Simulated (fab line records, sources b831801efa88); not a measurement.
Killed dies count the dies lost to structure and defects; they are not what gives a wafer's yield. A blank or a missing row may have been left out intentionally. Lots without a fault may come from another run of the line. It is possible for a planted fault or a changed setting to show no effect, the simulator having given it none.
Which tool was responsible? :: flow sfq-line :: 13 lots, 39 wafers sampled, at 5 steps of a route of 325

## WHAT THE GAUGES READ, wafer by wafer
SFQ_M8_BOW_MEAS_951.
lot: L542
measured: day 86 14:06
on: film-metro-04
M8_BOW (um): 19 15 15

lot: L543
measured: day 86 15:17
on: film-metro-03
M8_BOW (um): -1 11 7

lot: L544
measured: day 88 03:51
on: film-metro-02
M8_BOW (um): 25 17 2

lot: L546
measured: day 89 08:56
on: film-metro-04
M8_BOW (um): 17 10 20

lot: L548
measured: day 89 19:40
on: film-metro-02
M8_BOW (um): 11 5 -6

lot: L549
measured: day 89 22:04
on: film-metro-04
M8_BOW (um): 0 13 2

lot: L550
measured: day 90 00:28
on: film-metro-04
M8_BOW (um): -7 5 8

lot: L552
measured: day 90 07:49
on: film-metro-03
M8_BOW (um): 18 19 17

lot: L558
measured: day 91 10:14
on: film-metro-02
M8_BOW (um): 7 8 -2

lot: L560
measured: day 92 21:08
on: film-metro-04
M8_BOW (um): 5 7 -2

lot: L561
measured: day 93 00:47
on: film-metro-03
M8_BOW (um): 11 17 17

lot: L563
measured: day 93 06:13
on: film-metro-04
M8_BOW (um): -1 8 5

lot: L564
measured: day 93 12:13
on: film-metro-02
M8_BOW (um): -8 -3 1

## WHICH TOOL RAN EACH LOT (tool, then ch and the chambers of the sampled wafers, then the start)
lot: L542
SFQ_TRILAYER_I3_METRO_MEASURE_083: film-metro-01, day 35 03:19
SFQ_TRILAYER_R5_LITHO_COAT_141: litho-track-01 ch 0, day 57 07:28
SFQ_TRILAYER_R5_BARC_OPEN_METAL_ETCH_177: rie-metal-02 ch 0,1, day 62 13:51
SFQ_TRILAYER_C5_STRIP_STRIP_155: rie-metal-01 ch 0, day 67 20:07

lot: L543
SFQ_TRILAYER_I3_METRO_MEASURE_083: film-metro-01, day 35 18:08
SFQ_TRILAYER_R5_LITHO_COAT_141: litho-track-03 ch 0, day 57 07:50
SFQ_TRILAYER_R5_BARC_OPEN_METAL_ETCH_177: rie-metal-04 ch 0,1, day 62 15:03
SFQ_TRILAYER_C5_STRIP_STRIP_155: rie-metal-03 ch 0,1, day 67 22:31

lot: L544
SFQ_TRILAYER_I3_METRO_MEASURE_083: film-metro-04, day 40 22:02
SFQ_TRILAYER_R5_LITHO_COAT_141: litho-track-03 ch 0, day 57 17:29
SFQ_TRILAYER_R5_BARC_OPEN_METAL_ETCH_177: rie-metal-03 ch 0,1, day 63 00:39
SFQ_TRILAYER_C5_STRIP_STRIP_155: rie-metal-03 ch 0,1, day 68 02:20

lot: L546
SFQ_TRILAYER_I3_METRO_MEASURE_083: film-metro-04, day 41 16:26
SFQ_TRILAYER_R5_LITHO_COAT_141: litho-track-01 ch 0, day 60 05:35
SFQ_TRILAYER_R5_BARC_OPEN_METAL_ETCH_177: rie-metal-03 ch 0,1, day 65 09:54
SFQ_TRILAYER_C5_STRIP_STRIP_155: rie-metal-04 ch 0,1, day 74 14:29

lot: L548
SFQ_TRILAYER_I3_METRO_MEASURE_083: film-metro-02, day 42 01:32
SFQ_TRILAYER_R5_LITHO_COAT_141: litho-track-01 ch 0, day 60 10:01
SFQ_TRILAYER_R5_BARC_OPEN_METAL_ETCH_177: rie-metal-02 ch 0,1, day 65 18:32
SFQ_TRILAYER_C5_STRIP_STRIP_155: rie-metal-03 ch 0,1, day 74 20:17

lot: L549
SFQ_TRILAYER_I3_METRO_MEASURE_083: film-metro-04, day 42 03:50
SFQ_TRILAYER_R5_LITHO_COAT_141: litho-track-03 ch 0, day 60 15:58
SFQ_TRILAYER_R5_BARC_OPEN_METAL_ETCH_177: rie-metal-02 ch 0,1, day 65 23:20
SFQ_TRILAYER_C5_STRIP_STRIP_155: rie-metal-01 ch 0,1, day 75 02:17

lot: L550
SFQ_TRILAYER_I3_METRO_MEASURE_083: film-metro-01, day 43 22:36
SFQ_TRILAYER_R5_LITHO_COAT_141: litho-track-03 ch 0, day 61 22:40
SFQ_TRILAYER_R5_BARC_OPEN_METAL_ETCH_177: rie-metal-04 ch 0,1, day 66 12:50
SFQ_TRILAYER_C5_STRIP_STRIP_155: rie-metal-04 ch 0,1, day 75 08:17

lot: L552
SFQ_TRILAYER_I3_METRO_MEASURE_083: film-metro-02, day 49 18:35
SFQ_TRILAYER_R5_LITHO_COAT_141: litho-track-01 ch 0, day 62 02:18
SFQ_TRILAYER_R5_BARC_OPEN_METAL_ETCH_177: rie-metal-02 ch 0,1, day 66 15:14
SFQ_TRILAYER_C5_STRIP_STRIP_155: rie-metal-03 ch 0,1, day 75 11:53

lot: L558
SFQ_TRILAYER_I3_METRO_MEASURE_083: film-metro-02, day 50 15:05
SFQ_TRILAYER_R5_LITHO_COAT_141: litho-track-03 ch 0, day 67 04:43
SFQ_TRILAYER_R5_BARC_OPEN_METAL_ETCH_177: rie-metal-02 ch 0,1, day 67 21:28
SFQ_TRILAYER_C5_STRIP_STRIP_155: rie-metal-03 ch 1, day 76 08:41

lot: L560
SFQ_TRILAYER_I3_METRO_MEASURE_083: film-metro-01, day 50 22:52
SFQ_TRILAYER_R5_LITHO_COAT_141: litho-track-02 ch 0, day 67 11:52
SFQ_TRILAYER_R5_BARC_OPEN_METAL_ETCH_177: rie-metal-02 ch 0,1, day 71 14:59
SFQ_TRILAYER_C5_STRIP_STRIP_155: rie-metal-04 ch 0,1, day 78 11:59

lot: L561
SFQ_TRILAYER_I3_METRO_MEASURE_083: film-metro-04, day 51 02:16
SFQ_TRILAYER_R5_LITHO_COAT_141: litho-track-02 ch 0, day 67 14:58
SFQ_TRILAYER_R5_BARC_OPEN_METAL_ETCH_177: rie-metal-02 ch 0,1, day 71 17:25
SFQ_TRILAYER_C5_STRIP_STRIP_155: rie-metal-03 ch 0,1, day 78 13:23

lot: L563
SFQ_TRILAYER_I3_METRO_MEASURE_083: film-metro-02, day 51 10:40
SFQ_TRILAYER_R5_LITHO_COAT_141: litho-track-01 ch 0, day 67 20:49
SFQ_TRILAYER_R5_BARC_OPEN_METAL_ETCH_177: rie-metal-02 ch 0,1, day 71 20:59
SFQ_TRILAYER_C5_STRIP_STRIP_155: rie-metal-03 ch 0,1, day 78 15:35

lot: L564
SFQ_TRILAYER_I3_METRO_MEASURE_083: film-metro-04, day 51 11:41
SFQ_TRILAYER_R5_LITHO_COAT_141: litho-track-01 ch 0, day 67 23:37
SFQ_TRILAYER_R5_BARC_OPEN_METAL_ETCH_177: rie-metal-02 ch 0,1, day 71 22:11
SFQ_TRILAYER_C5_STRIP_STRIP_155: rie-metal-01 ch 0,1, day 78 16:47
- SFQ_TRILAYER_I3_METRO_MEASURE_083
- SFQ_TRILAYER_R5_LITHO_COAT_141: resist thk 62 nm.
- SFQ_TRILAYER_R5_BARC_OPEN_METAL_ETCH_177: etches BARC in O2, target depth 125 nm, time 41.7 s.
- SFQ_TRILAYER_C5_STRIP_STRIP_155: strips in O2.

## WHAT THE TOOLS THEMSELVES READ (means of the sampled wafers that have a number; where no wafer has one, the mark that the record gives instead)
SFQ_TRILAYER_I3_METRO_MEASURE_083.
lot: L542
tool: film-metro-01
thk-nm (nm): 199.5

lot: L543
tool: film-metro-01
thk-nm (nm): 201.0

lot: L544
tool: film-metro-04
thk-nm (nm): 199.4

lot: L546
tool: film-metro-04
thk-nm (nm): 200.9

lot: L548
tool: film-metro-02
thk-nm (nm): 200.1

lot: L549
tool: film-metro-04
thk-nm (nm): 199.7

lot: L550
tool: film-metro-01
thk-nm (nm): 200.4

lot: L552
tool: film-metro-02
thk-nm (nm): 199.9

lot: L558
tool: film-metro-02
thk-nm (nm): 201.2

lot: L560
tool: film-metro-01
thk-nm (nm): 199.9

lot: L561
tool: film-metro-04
thk-nm (nm): 199.8

lot: L563
tool: film-metro-02
thk-nm (nm): 201.1

lot: L564
tool: film-metro-04
thk-nm (nm): 200.7

SFQ_TRILAYER_R5_LITHO_COAT_141.
lot: L542
tool: litho-track-01
exhaust-pa (Pa): 44.1
spin-speed-rpm (rpm): 3002.9

lot: L543
tool: litho-track-03
exhaust-pa (Pa): 44.0
spin-speed-rpm (rpm): 3000.7

lot: L544
tool: litho-track-03
exhaust-pa (Pa): 45.2
spin-speed-rpm (rpm): 3000.7

lot: L546
tool: litho-track-01
exhaust-pa (Pa): 44.6
spin-speed-rpm (rpm): 3000.1

lot: L548
tool: litho-track-01
exhaust-pa (Pa): 46.2
spin-speed-rpm (rpm): 3000.2

lot: L549
tool: litho-track-03
exhaust-pa (Pa): 45.9
spin-speed-rpm (rpm): 2997.7

lot: L550
tool: litho-track-03
exhaust-pa (Pa): 44.1
spin-speed-rpm (rpm): 3001.3

lot: L552
tool: litho-track-01
exhaust-pa (Pa): 45.5
spin-speed-rpm (rpm): 2998.1

lot: L558
tool: litho-track-03
exhaust-pa (Pa): 43.9
spin-speed-rpm (rpm): 2999.4

lot: L560
tool: litho-track-02
exhaust-pa (Pa): 45.3
spin-speed-rpm (rpm): 2999.3

lot: L561
tool: litho-track-02
exhaust-pa (Pa): 45.7
spin-speed-rpm (rpm): 2999.6

lot: L563
tool: litho-track-01
exhaust-pa (Pa): 45.8
spin-speed-rpm (rpm): 2999.4

lot: L564
tool: litho-track-01
exhaust-pa (Pa): 45.0
spin-speed-rpm (rpm): 3002.2

SFQ_TRILAYER_R5_BARC_OPEN_METAL_ETCH_177.
lot: L542
tool: rie-metal-02
chamber-pressure-mTorr (mTorr): 10.002
drypump-motor-current-A (A): 6.7
oes-product-au (a.u.): 0.686

lot: L543
tool: rie-metal-04
chamber-pressure-mTorr (mTorr): 10.007
drypump-motor-current-A (A): 5.9
oes-product-au (a.u.): 0.684

lot: L544
tool: rie-metal-03
chamber-pressure-mTorr (mTorr): 9.993
drypump-motor-current-A (A): 6.0
oes-product-au (a.u.): 0.686

lot: L546
tool: rie-metal-03
chamber-pressure-mTorr (mTorr): 9.998
drypump-motor-current-A (A): 6.0
oes-product-au (a.u.): 0.684

lot: L548
tool: rie-metal-02
chamber-pressure-mTorr (mTorr): 10.004
drypump-motor-current-A (A): 6.5
oes-product-au (a.u.): 0.687

lot: L549
tool: rie-metal-02
chamber-pressure-mTorr (mTorr): 10.000
drypump-motor-current-A (A): 6.5
oes-product-au (a.u.): 0.686

lot: L550
tool: rie-metal-04
chamber-pressure-mTorr (mTorr): 10.004
drypump-motor-current-A (A): 5.9
oes-product-au (a.u.): 0.685

lot: L552
tool: rie-metal-02
chamber-pressure-mTorr (mTorr): 9.994
drypump-motor-current-A (A): 6.7
oes-product-au (a.u.): 0.689

lot: L558
tool: rie-metal-02
chamber-pressure-mTorr (mTorr): 10.005
drypump-motor-current-A (A): 6.5
oes-product-au (a.u.): 0.709

lot: L560
tool: rie-metal-02
chamber-pressure-mTorr (mTorr): 10.001
drypump-motor-current-A (A): 6.5
oes-product-au (a.u.): 0.684

lot: L561
tool: rie-metal-02
chamber-pressure-mTorr (mTorr): 9.992
drypump-motor-current-A (A): 6.7
oes-product-au (a.u.): 0.686

lot: L563
tool: rie-metal-02
chamber-pressure-mTorr (mTorr): 10.002
drypump-motor-current-A (A): 6.7
oes-product-au (a.u.): 0.687

lot: L564
tool: rie-metal-02
chamber-pressure-mTorr (mTorr): 10.002
drypump-motor-current-A (A): 6.7
oes-product-au (a.u.): 0.685

SFQ_TRILAYER_C5_STRIP_STRIP_155.
lot: L542
tool: rie-metal-01
chamber-pressure-mTorr (mTorr): 50.03
drypump-motor-current-A (A): 5.7
oes-product-au (a.u.): 0.996

lot: L543
tool: rie-metal-03
chamber-pressure-mTorr (mTorr): 49.97
drypump-motor-current-A (A): 6.0
oes-product-au (a.u.): 0.985

lot: L544
tool: rie-metal-03
chamber-pressure-mTorr (mTorr): 49.99
drypump-motor-current-A (A): 6.0
oes-product-au (a.u.): 0.993

lot: L546
tool: rie-metal-04
chamber-pressure-mTorr (mTorr): 50.05
drypump-motor-current-A (A): 6.1
oes-product-au (a.u.): 0.995

lot: L548
tool: rie-metal-03
chamber-pressure-mTorr (mTorr): 49.99
drypump-motor-current-A (A): 5.7
oes-product-au (a.u.): 0.991

lot: L549
tool: rie-metal-01
chamber-pressure-mTorr (mTorr): 49.99
drypump-motor-current-A (A): 5.8
oes-product-au (a.u.): 1.000

lot: L550
tool: rie-metal-04
chamber-pressure-mTorr (mTorr): 50.00
drypump-motor-current-A (A): 5.9
oes-product-au (a.u.): 1.004

lot: L552
tool: rie-metal-03
chamber-pressure-mTorr (mTorr): 50.01
drypump-motor-current-A (A): 6.0
oes-product-au (a.u.): 0.994

lot: L558
tool: rie-metal-03
chamber-pressure-mTorr (mTorr): 49.99
drypump-motor-current-A (A): 6.3
oes-product-au (a.u.): 1.002

lot: L560
tool: rie-metal-04
chamber-pressure-mTorr (mTorr): 49.99
drypump-motor-current-A (A): 6.0
oes-product-au (a.u.): 1.011

lot: L561
tool: rie-metal-03
chamber-pressure-mTorr (mTorr): 50.00
drypump-motor-current-A (A): 5.7
oes-product-au (a.u.): 0.994

lot: L563
tool: rie-metal-03
chamber-pressure-mTorr (mTorr): 49.99
drypump-motor-current-A (A): 6.0
oes-product-au (a.u.): 0.997

lot: L564
tool: rie-metal-01
chamber-pressure-mTorr (mTorr): 49.97
drypump-motor-current-A (A): 5.8
oes-product-au (a.u.): 0.993

## THE ANSWER, worked out from the rows above alone
Rule: what is usual is taken from the lots themselves. Put in order of their means at a reading, lots are off if they are a third of the lots or fewer, leave a main group of 4 or more, and stand apart from it by a gap of 3 or more times the standard deviation of the main group's means; of several such gaps the widest counts. The tables above print the reading to a certain number of digits; a main group whose means all agree to those digits is not used. Also off: a lot with no number at a reading for which 4 or more lots have one. All remaining lots with rows at the step are treated as sound. The gauges are gone through in route order, then the tools' own readings, and for those a lot's mean is taken as printed above. At the first step where some lot is off, the reading lying furthest off is the one used; lots without a number count as furthest.
Off: L558 (SFQ_TRILAYER_R5_BARC_OPEN_METAL_ETCH_177, oes-product-au). For the main group the mean is 0.686 a.u. and the standard deviation 0.0014.
A tool fits if, at that step or a process step before it, it ran every lot that is off, and no sound lot after the first of them. One fits: litho-track-03 at SFQ_TRILAYER_R5_LITHO_COAT_141. A fault onset in the window from L550 (day 61 22:40, its last sound lot) to L558 (day 67 04:43, its first lot off) fits.

## WHAT THE SIMULATOR HAD INSERTED
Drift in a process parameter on litho-track-03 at SFQ_TRILAYER_R5_LITHO_COAT_141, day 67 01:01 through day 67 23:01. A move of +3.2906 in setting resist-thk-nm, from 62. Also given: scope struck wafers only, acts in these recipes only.
Shown lots that were struck: L558. The rule above reached the same finding.
